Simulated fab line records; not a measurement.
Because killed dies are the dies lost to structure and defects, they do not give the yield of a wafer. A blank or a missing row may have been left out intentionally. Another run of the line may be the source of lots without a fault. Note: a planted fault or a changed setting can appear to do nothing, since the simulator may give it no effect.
A struck lot beside a sound one + flow gf180mcu + 16 out of 602 route steps
Sound: these wafers, L349.2, L349.3, L349.5. Struck: wafers L357.1, L357.3, L357.5. At the end, the cause is stated.
Per side, at each step with rows, come the tool, then ch with its chambers, and then its first start. Under that, the readings that differ: sound wafers + struck wafers + difference of the means + sigmas: that difference in standard deviations of wafers without a fault.
alike: words and numbers the same on both sides, and readings whose means are apart by under 2 such deviations; not compared: readings that were withheld, readings missing a value for some wafer, numbers with overlapping values and no deviation given by the record, and bounds like >300 which may hide the same value.
Wherever a step has rows on one side only, a row that says differs or no value, or a row with sigmas, the two part there. Non-overlapping numbers with no deviation appear without sigmas and do not part them. Lack of a reading on every wafer of one side parts them only where that side has two or more wafers.

first, 1 step without rows for these wafers: GF_STI_OXIDATION_01 (stabilise 600 s, purge 300 s, target thk 10 nm).
GF_STI_THK_MEAS_02:
  sound on film-metro-04, day 2 14:34; struck on film-metro-02, day 4 09:03
  alike: STI_OXIDATION_THK
then, 1 step without rows for these wafers: GF_STI_CVD_03 (deposits Si3N4 from DCS/NH3, target thk 207.16 nm, time 3551 s).
GF_STI_THK_MEAS_04:
  sound on film-metro-02, day 2 16:37; struck on film-metro-02, day 4 11:06
  alike: STI_CVD_03_THK
then, 7 steps without rows for these wafers: GF_STI_DEHYDRATE_05 (time 60 s); GF_STI_HMDS_06 (prime time 60 s); GF_STI_COAT_07 (resist thk 700 nm); GF_STI_SOFTBAKE_08 (time 60 s); GF_STI_EXPOSE_09 (exposes mask COMP, target cd 220 nm); GF_STI_PEB_10 (peb time 90 s); GF_STI_DEVELOP_11 (develop time 60 s).
GF_STI_CD_MEAS_12 targets a cd of 220 nm.
  sound on cd-sem-02, day 3 04:50; struck on cd-sem-01, day 4 23:15
  alike: cd-nm
GF_STI_ETCH_13: etches the open film in CHF3/O2, stops on Si, target depth 282.31 nm, time 112.9 s.
  sound on rie-diel-04 ch 0,2, day 3 04:56; struck on rie-diel-04 ch 1,2, day 4 23:22
| reading                              | sound             | struck                  | difference | sigmas |
|--------------------------------------|-------------------|-------------------------|------------|--------|
| oes-product-au (a.u.)                | 0.859 0.855 0.870 | 0.791 0.790 0.792       | -0.070     | -10    |
| over-etch-frac                       | 0.3 0.3 0.3       | 0.53755 0.53755 0.53755 | +0.23755   |        |
| throttle-valve-pct (%)               | 8.834 8.809 8.813 | 8.803 8.808 8.787       | -0.019     | -2     |
| model.KrF_of_STI_COAT_07.thk-nm (nm) | 434.4 441.5 441.7 | 400 394.1 397           | -42        |        |
  alike: drypump-motor-current-A
  not compared: rf-hours-counter-h
GF_STI_ETCH_14: etches Si in HBr/Cl2/O2, target depth 360 nm, time 102.9 s.
  sound on rie-si-01 ch 0,1,2, day 3 05:00; struck on rie-si-01 ch 0,2, day 4 23:27
| reading                              | sound             | struck            | difference | sigmas |
|--------------------------------------|-------------------|-------------------|------------|--------|
| model.KrF_of_STI_COAT_07.thk-nm (nm) | 312.9 322.2 323.2 | 279.8 274.1 276.5 | -42.6      |        |
  alike: drypump-motor-current-A, oes-product-au, throttle-valve-pct
  not compared: rf-hours-counter-h
GF_STI_STRIP_15: strips in O2/N2.
  sound on plasma-asher-03 ch 0,1, day 3 05:05; struck on plasma-asher-02 ch 0,1, day 4 23:31
| reading                      | sound             | struck            | difference | sigmas |
|------------------------------|-------------------|-------------------|------------|--------|
| oes-product-au (a.u.)        | 0.379 0.385 0.383 | 0.365 0.365 0.363 | -0.018     | -3     |
| strip-time-to-endpoint-s (s) | 3.66 3.75 3.77    | 3.31 3.24 3.26    | -0.46      | -10    |
  alike: drypump-motor-current-A, heater-power-w
  not compared: rf-hours-counter-h
then, 1 step without rows for these wafers: GF_STI_CLEAN_16 (cleans in dHF, time 25 s).

WHERE THEY PART
At GF_STI_ETCH_13 first; at GF_STI_STRIP_15 last (within this record only).

WHY: whatever the simulator had introduced
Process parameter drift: rie-diel-04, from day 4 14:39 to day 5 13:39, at GF_STI_ETCH_13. Setting over-etch-frac shifted by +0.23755 from 0.3.
